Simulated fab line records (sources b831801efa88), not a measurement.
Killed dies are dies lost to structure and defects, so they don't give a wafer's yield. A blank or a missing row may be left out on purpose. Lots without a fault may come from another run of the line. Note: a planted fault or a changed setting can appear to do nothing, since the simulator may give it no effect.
Chamber matching	flow gf180mcu	4 sister chambers for GF_V3_CMP_26 on cmp-01
The step polishes, stops on SiO2, t overpolish 15 s, target thk 0 nm. 4 wafers are shown with their chamber, then 12 later ones without.

## WAFERS WITH THEIR CHAMBER
wafer	chamber	motor_current_A (A)
L082.3	0	9.6
L082.4	1	11.1
L082.5	2	12.3
L082.6	3	9.7

## WAFERS WITHOUT THEIR CHAMBER
wafer	motor_current_A (A)
L084.1	9.4
L084.3	13.1
L084.6	9.8
L088.2	9.8
L088.4	13.7
L088.6	8.8
L090.1	9.9
L090.4	9.4
L090.6	12.8
L092.3	9.7
L092.4	10.3
L092.5	9.2

## EACH ONE'S CHAMBER
wafer	from the rows above	in truth
L084.1	can't be placed: 0 or 3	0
L084.3	2	2
L084.6	can't be placed: 3 or 0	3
L088.2	can't be placed: 3 or 0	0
L088.4	2	2
L088.6	can't be placed: 0 or 3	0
L090.1	can't be placed: 3 or 0 or 1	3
L090.4	can't be placed: 0 or 3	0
L090.6	2	2
L092.3	can't be placed: 3 or 0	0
L092.4	can't be placed: 3 or 0 or 1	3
L092.5	can't be placed: 0 or 3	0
Correct placement for 3 of the 12. Unplaceable from these rows: 9, with the true chamber sitting among the candidates in 9. 0 placed wrongly.
How it was worked out, from the rows above alone: a wafer's distance from a chamber is the root of the sum, over the readings, of the square of ((its reading less the chamber's mean) divided by the reading's scatter). If the next closest chamber is less than 2 further off than the closest, the wafer can't be placed; otherwise it belongs to the closest. For every chamber, the mean is computed from those of its wafers that are shown. The scatter (one wafer shown for each chamber): square how far every hidden wafer sits from the nearest shown wafer, average those squares and take the square root.
